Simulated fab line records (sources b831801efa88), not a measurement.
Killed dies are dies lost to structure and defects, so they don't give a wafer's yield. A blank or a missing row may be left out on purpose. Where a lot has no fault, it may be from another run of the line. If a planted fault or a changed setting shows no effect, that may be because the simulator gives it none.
Which of the tools did it?    flow sky130    route of 708 steps, sampled at 1 step: 12 lots, 36 wafers

== WHAT EACH GAUGE READ, for each wafer ==
SKY_SPACER_THK_MEAS_01.
lot   measured      on            SPACER_CVD_00_THK (nm)
L075  day 23 00:41  filmMetro-03  43.4 43.4 43.4
L077  day 24 02:28  filmMetro-02  43.0 42.8 42.6
L079  day 24 19:47  filmMetro-04  42.5 42.7 42.5
L081  day 25 13:55  filmMetro-04  43.3 43.2 43.3
L083  day 26 09:18  filmMetro-04  43.2 43.5 43.3
L085  day 26 21:22  filmMetro-04  42.9 42.8 43.1
L087  day 27 15:35  filmMetro-03  43.4 43.5 43.3
L089  day 28 19:25  filmMetro-02  43.7 43.8 43.5
L091  day 29 15:32  filmMetro-03  43.0 43.1 42.9
L093  day 30 01:26  filmMetro-03  42.7 43.3 43.2
L095  day 30 10:38  filmMetro-03  43.0 43.0 43.4
L096  day 30 22:20  filmMetro-03  43.1 43.2 43.7

== WHICH TOOL RAN EACH LOT (tool, then ch and the chambers of the sampled wafers, then the start) ==
No process step before these readings appears in the record.

== THE ANSWER, worked out from the rows above alone ==
Rule: what is usual is taken from the lots themselves. Put in order of their means at a reading, lots are off if they are a third of the lots or fewer, leave a main group of 4 or more, and stand apart from it by a gap of 3 or more times the standard deviation of the main group's means; of several such gaps the widest counts. The tables above print the reading to a certain number of digits; a main group whose means all agree to those digits is not used. Also off: a lot with no number at a reading for which 4 or more lots have one. Any other lot the step has rows for is counted as sound.
No lot is off on any of the readings shown, so nothing can be concluded from this.

== WHAT THE SIMULATOR HAD INSERTED ==
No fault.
